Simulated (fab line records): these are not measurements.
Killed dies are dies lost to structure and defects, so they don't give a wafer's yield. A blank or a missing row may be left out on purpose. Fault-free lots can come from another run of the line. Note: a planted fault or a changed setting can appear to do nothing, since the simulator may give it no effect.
Struck lot and sound lot, side by side / flow sky130 / 25 out of 708 route steps
Sound: wafers L930.1, L930.5, L930.6. The struck wafers were L928.2, L928.4, L928.5. The cause is named last.
For every step that has rows: the tool of each side, followed by ch and its chambers, followed by its first start. Under that, the readings that differ: sound wafers / struck wafers / difference of the means / sigmas: that difference in standard deviations of wafers without a fault.
alike: a reading whose means differ by less than 2 such deviations, as well as words and numbers matching on both sides. not compared: withheld readings; readings where some wafer has no value; bounds like >300 that might hide an equal value; numbers whose values overlap and for which the record gives no deviation.
Wherever a step has rows on one side only, a row that says differs or no value, or a row with sigmas, the two part there. When numbers do not overlap yet have no deviation, they are printed without sigmas and do not part them. Lack of a reading on every wafer of one side parts them only where that side has two or more wafers.

SKY_NWELL_RS_MEAS_31: the measuring method here is four-point-probe.
  sound: film_metro-03 at day 7 11:53; struck: film_metro-01 at day 6 22:08
  alike: PWDE_RS
then, 7 steps without rows for these wafers: SKY_VT_ADJUST_HVTP_DEHYDRATE_00 (time 60 s); SKY_VT_ADJUST_HVTP_HMDS_01 (prime time 60 s); SKY_VT_ADJUST_HVTP_COAT_02 (resist thk 1140 nm); SKY_VT_ADJUST_HVTP_SOFTBAKE_03 (time 60 s); SKY_VT_ADJUST_HVTP_EXPOSE_04 (exposes mask HVTPM, target cd 380 nm); SKY_VT_ADJUST_HVTP_PEB_05; SKY_VT_ADJUST_HVTP_DEVELOP_06 (develop time 60 s).
SKY_VT_ADJUST_HVTP_CD_MEAS_07: target cd 380 nm.
  sound: cd_sem-02 at day 8 07:02; struck: cd_sem-02 at day 7 17:08
  alike: cd_nm
SKY_VT_ADJUST_HVTP_OVL_MEAS_08:
  sound: overlay-02 at day 8 07:09; struck: overlay-02 at day 7 17:14
  alike: VT_ADJUST_HVTP_OVL
following that, these wafers have no rows for 1 step: SKY_VT_ADJUST_HVTP_IMPLANT_09.
SKY_VT_ADJUST_HVTP_STRIP_10: strips in O2/N2.
  sound on plasma_asher-02 ch 0,1, day 8 07:20; struck on plasma_asher-04 ch 0,1, day 7 17:25
reading=oes_product_au (a.u.); sound=0.711 0.715 0.718; struck=0.938 0.917 0.922; difference=+0.211; sigmas=+47
reading=strip_time_to_endpoint_s (s); sound=14.14 14.16 14.14; struck=- - -; difference=no value on the struck wafers; sigmas=
reading=model.NOVOLAK_of_VT_ADJUST_HVTP_COAT_02.thk_nm (nm); sound=0 0 0; struck=563.5 562.7 561.9; difference=+562.7; sigmas=
  alike: drypump_motor_current_A
  not compared: rf_hours_counter_h
SKY_VT_ADJUST_HVTP_TW_MEAS_11:
  sound: film_metro-01 at day 8 07:26; struck: film_metro-02 at day 7 17:32
  alike: VT_ADJUST_HVTP_TW
then, 7 steps without rows for these wafers: SKY_VT_ADJUST_LVTN_DEHYDRATE_00 (time 60 s); SKY_VT_ADJUST_LVTN_HMDS_01 (prime time 60 s); SKY_VT_ADJUST_LVTN_COAT_02 (resist thk 3000 nm); SKY_VT_ADJUST_LVTN_SOFTBAKE_03; SKY_VT_ADJUST_LVTN_EXPOSE_04 (exposes mask NWM COMPLEMENT LESS NATIVE, target cd 840 nm); SKY_VT_ADJUST_LVTN_PEB_05; SKY_VT_ADJUST_LVTN_DEVELOP_06 (develop time 60 s).
SKY_VT_ADJUST_LVTN_OVL_MEAS_07:
  sound: overlay-01 at day 9 04:38; struck: overlay-02 at day 8 13:38
  alike: VT_ADJUST_LVTN_OVL
following that, these wafers have no rows for 1 step: SKY_VT_ADJUST_LVTN_IMPLANT_08.
SKY_VT_ADJUST_LVTN_STRIP_09: strips in O2/N2.
  sound on plasma_asher-03 ch 0,1, day 9 04:49; struck on plasma_asher-01 ch 1, day 8 13:49
reading=strip_time_to_endpoint_s (s); sound=36.82 36.74 36.74; struck=45.33 45.20 45.30; difference=+8.51; sigmas=+85
  alike: drypump_motor_current_A, oes_product_au
  not compared: rf_hours_counter_h
SKY_VT_ADJUST_LVTN_TW_MEAS_10:
  sound: film_metro-02 at day 9 04:55; struck: film_metro-03 at day 8 13:56
reading=VT_ADJUST_LVTN_TW; sound=235.2 236.8 237.0; struck=29.6 29.5 29.7; difference=-206.7; sigmas=-99 or more
then, 1 step without rows for these wafers: SKY_VT_ADJUST_LVTN_DEHYDRATE_11 (time 60 s).

== WHERE THEY PART ==
First at SKY_VT_ADJUST_HVTP_STRIP_10; last, within this record, at SKY_VT_ADJUST_LVTN_TW_MEAS_10.

WHY: whatever the simulator had introduced
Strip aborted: plasma_asher-04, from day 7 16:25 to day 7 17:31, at SKY_VT_ADJUST_HVTP_STRIP_10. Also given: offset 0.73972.
